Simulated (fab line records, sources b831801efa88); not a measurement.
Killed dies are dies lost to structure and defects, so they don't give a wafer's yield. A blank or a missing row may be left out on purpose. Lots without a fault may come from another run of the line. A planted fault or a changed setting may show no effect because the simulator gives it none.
Problem report in the 8D (eight disciplines) form, filled by code | flow gf180mcu | the parts of the form that need people (team, actions taken, sign-off) are left out

1. THE PROBLEM
cathode_dc_power_W at GF_V3_SPUTTER_22 reads a mean of 3596.7 W on 9 wafers of 3 lots; wafers without a fault read 4000.0 W with a standard deviation of 0.78. That is -99 or more standard deviations from the usual mean.
The step: material TiN, target thk 10 nm, time 40 s.
First seen on wafer L345.1, day 25 13:47, on pvd_sputter-02. The record holds 36 wafers of 12 lots with a number at this step. Rule for "out", or "out of limits": more than 4 standard deviations from the usual mean. The other wafers with a number count as sound.

2. WHAT IT IS AND WHAT IT IS NOT
question                    | is                     | is not
which readings at this step | cathode_dc_power_W     | -
which lots                  | L345, L346, L348       | L336, L337, L338, L341, L342, L343, L356, L357, L359
which wafers of those lots  | all that have a number | -
read on which tools         | pvd_sputter-02         | pvd_sputter-01, pvd_sputter-04
when                        | from day 25 13:47      | up to then (18 sound wafers); but 9 sound wafers of L356, L357, L359 came after

3. SUSPECTS, AND WHAT RULES EACH OUT
Counting: a tool at a process step up to the reading stays a suspect if it ran every lot that is out and no sound lot after the first of them.
- pvd_sputter-02 at GF_V3_SPUTTER_22 (material TiN, target thk 10 nm, time 40 s): ruled out as a lasting fault. Sound lots L356, L357, L359 ran on it after its first lot that is out, L345 (day 25 13:47).
Left after counting: nothing in the record.

4. THE CAUSE (what the simulator had put in)
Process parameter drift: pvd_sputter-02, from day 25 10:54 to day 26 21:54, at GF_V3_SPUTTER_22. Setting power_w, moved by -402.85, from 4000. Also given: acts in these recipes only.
Counting ruled it out, wrongly.

5. THE CHAIN OF EFFECTS, in route order
Each row: a reading whose mean over the struck wafers that have a number lies more than 3 standard deviations from the usual. Only readings for which the record gives a usual standard deviation are gone through. hours: the time from each lot's start at the first step in this table that gives one to its start at this step, as a median over the lots. sigmas: the change in usual standard deviations.
hours | step             | reading            | usual    | on struck wafers | change | sigmas
0     | GF_V3_SPUTTER_22 | cathode_dc_power_W | 4000.0 W | 3596.7           | -403.3 | -99 or more
The process steps in it:
- GF_V3_SPUTTER_22: material TiN, target thk 10 nm, time 40 s.

6. WHAT WOULD HAVE CAUGHT IT SOONER
In this record the first reading out of limits was taken at day 25 13:47, 3 hours after the fault began at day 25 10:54.
